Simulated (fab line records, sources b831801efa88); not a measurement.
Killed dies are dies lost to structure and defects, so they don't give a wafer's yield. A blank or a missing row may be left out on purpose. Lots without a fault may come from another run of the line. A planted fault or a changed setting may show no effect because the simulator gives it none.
A struck lot beside a sound one | flow sky130 | 36 steps out of a route of 708
Sound: wafers L602.1, L602.4, L602.5. Struck: wafers L618.1, L618.3, L618.4. The cause comes at the end.
At each step with rows: each side's tool, then ch and its chambers, then its first start. Under that, the readings that differ: sound wafers | struck wafers | difference of the means | sigmas: that difference in standard deviations of wafers without a fault.
alike: readings whose means differ by less than 2 such deviations, and words and numbers that are the same on both sides. not compared: withheld readings, readings that some wafer has no value for, bounds like >300 that may hide the same value, and numbers for which the record gives no deviation and whose values overlap.
The two part at a step that has a row with sigmas, a row that says differs or no value, or rows on one side only. Numbers that don't overlap but have no deviation are shown without sigmas and don't part them. A reading that every wafer of one side lacks parts them only if that side has two wafers or more.

first, 10 steps without rows for these wafers: SKY_POLY_CUT_ETCH_10 (etches BARC in N2/H2, stops on SiO2, time 45.9 s, target depth 60 nm); SKY_POLY_CUT_ETCH_11 (etches Si3N4 in CF4/CH2F2/Ar, stops on poly-Si, time 42.5 s, target depth 60 nm); SKY_POLY_CUT_STRIP_12 (strips in O2/N2); SKY_SD_P_DEHYDRATE_00 (time 60 s); SKY_SD_P_HMDS_01 (prime time 60 s); SKY_SD_P_COAT_02 (resist thk 1140 nm); SKY_SD_P_SOFTBAKE_03 (time 60 s); SKY_SD_P_EXPOSE_04 (exposes mask PSDM, target cd 380 nm); SKY_SD_P_PEB_05; SKY_SD_P_DEVELOP_06 (develop time 60 s).
SKY_SD_P_IMPLANT_09:
  sound on implanter-03 ch 0, day 26 22:05; struck on implanter-02 ch 0, day 31 20:28
SKY_SD_P_STRIP_10: strips in O2/N2.
  sound on plasma_asher-02 ch 0,1, day 26 22:14; struck on plasma_asher-04 ch 0,1, day 31 20:37
  reading                      | sound             | struck            | difference | sigmas
  oes_product_au (a.u.)        | 0.622 0.618 0.615 | 0.586 0.579 0.585 | -0.035     | -8
  strip_time_to_endpoint_s (s) | 17.47 17.44 17.46 | 18.98 18.97 18.93 | +1.50      | +37
  alike: drypump_motor_current_A
  not compared: rf_hours_counter_h
SKY_SD_P_TW_MEAS_11:
  sound on film_metro-04, day 26 22:20; struck on film_metro-03, day 31 20:43
  reading | sound          | struck         | difference | sigmas
  SD_P_TW | 2857 2851 2848 | 3065 3058 3082 | +216       | +9
then, 21 steps without rows for these wafers: SKY_RES_XHIGH_DEHYDRATE_00 (time 60 s); SKY_RES_XHIGH_HMDS_01 (prime time 60 s); SKY_RES_XHIGH_COAT_02 (resist thk 1140 nm); SKY_RES_XHIGH_SOFTBAKE_03 (time 60 s); SKY_RES_XHIGH_EXPOSE_04 (exposes mask URPM, target cd 1270 nm); SKY_RES_XHIGH_PEB_05; SKY_RES_XHIGH_DEVELOP_06 (develop time 60 s); SKY_RES_XHIGH_IMPLANT_07; SKY_RES_XHIGH_STRIP_08 (strips in O2/N2); SKY_SD_N_DEHYDRATE_00 (time 60 s); SKY_SD_N_HMDS_01 (prime time 60 s); SKY_SD_N_COAT_02 (resist thk 1140 nm); SKY_SD_N_SOFTBAKE_03 (time 60 s); SKY_SD_N_EXPOSE_04 (exposes mask NSDM, target cd 380 nm); SKY_SD_N_PEB_05; SKY_SD_N_DEVELOP_06 (develop time 60 s); SKY_SD_N_IMPLANT_09; SKY_SD_N_IMPLANT_10; SKY_SD_N_STRIP_11 (strips in O2/N2); SKY_SD_N_CLEAN_13 (cleans in SC1/SC2, time 150 s); SKY_SD_N_RTA_14 (time 2 s).
-- the record jumps here: 2 days lie between the struck wafers' starts before and after --
SKY_SD_N_RS_MEAS_17: measures by four-point-probe.
  sound on film_metro-04, day 29 08:06; struck on film_metro-02, day 34 04:09
  reading          | sound             | struck            | difference | sigmas
  SD_P_RS (ohm/sq) | 147.3 147.6 147.8 | 137.6 137.3 137.2 | -10.2      | -25
-- the record jumps here: 17 days lie between the struck wafers' starts before and after (it left off in module SD_N and takes up again in module PAD_OPEN, whose first step shown is number 708 of the route) --
SKY_PAD_OPEN_PROBE_99:
  sound on prober-02, day 47 08:14; struck on prober-02, day 50 17:58
  reading                                | sound             | struck            | difference | sigmas
  model.etest.res_pdiff.line_ohm_um      | 1364 1359 1376    | 1136 1126 1117    | -240       |
  model.etest.res_high_po.line_ohm_um    | 763.1 750.9 762.3 | 524.7 527.7 519.8 | -234.7     |
  model.etest.licon_high_po.rc_ohm       | 360.3 370.9 348.9 | 200.7 193.6 202.5 | -161.1     |
  model.etest.pfet_g5v0d10v5.r_on_ohm_um | 4811 4745 4818    | 4640 4501 4627    | -202       |
  model.etest.licon_pdiff.rc_ohm         | 590.9 585.5 595.8 | 492.9 469.2 464.2 | -115.3     |
  model.etest.pfet_01v8.r_on_ohm_um      | 2914 2964 2979    | 2840 2766 2852    | -133       |
  model.etest.res_high_po.rs_ohm_sq      | 270.5 266.8 268.3 | 185.2 182.9 182.2 | -85.1      |
  model.etest.res_pdiff_hv.rs_ohm_sq     | 190.8 191.8 192.4 | 157.7 156.4 157.7 | -34.4      |
  alike: killed_at_M0_to_M3, killed_at_M4_up, killed_at_contacts, killed_at_front_end, killed_at_other, killed_dies, killed_open, killed_short

WHERE THEY PART
First at SKY_SD_P_STRIP_10; last, within this record, at SKY_SD_N_RS_MEAS_17. Later steps at which nothing parts them and some readings are alike: SKY_PAD_OPEN_PROBE_99.

WHY: what the simulator had put in
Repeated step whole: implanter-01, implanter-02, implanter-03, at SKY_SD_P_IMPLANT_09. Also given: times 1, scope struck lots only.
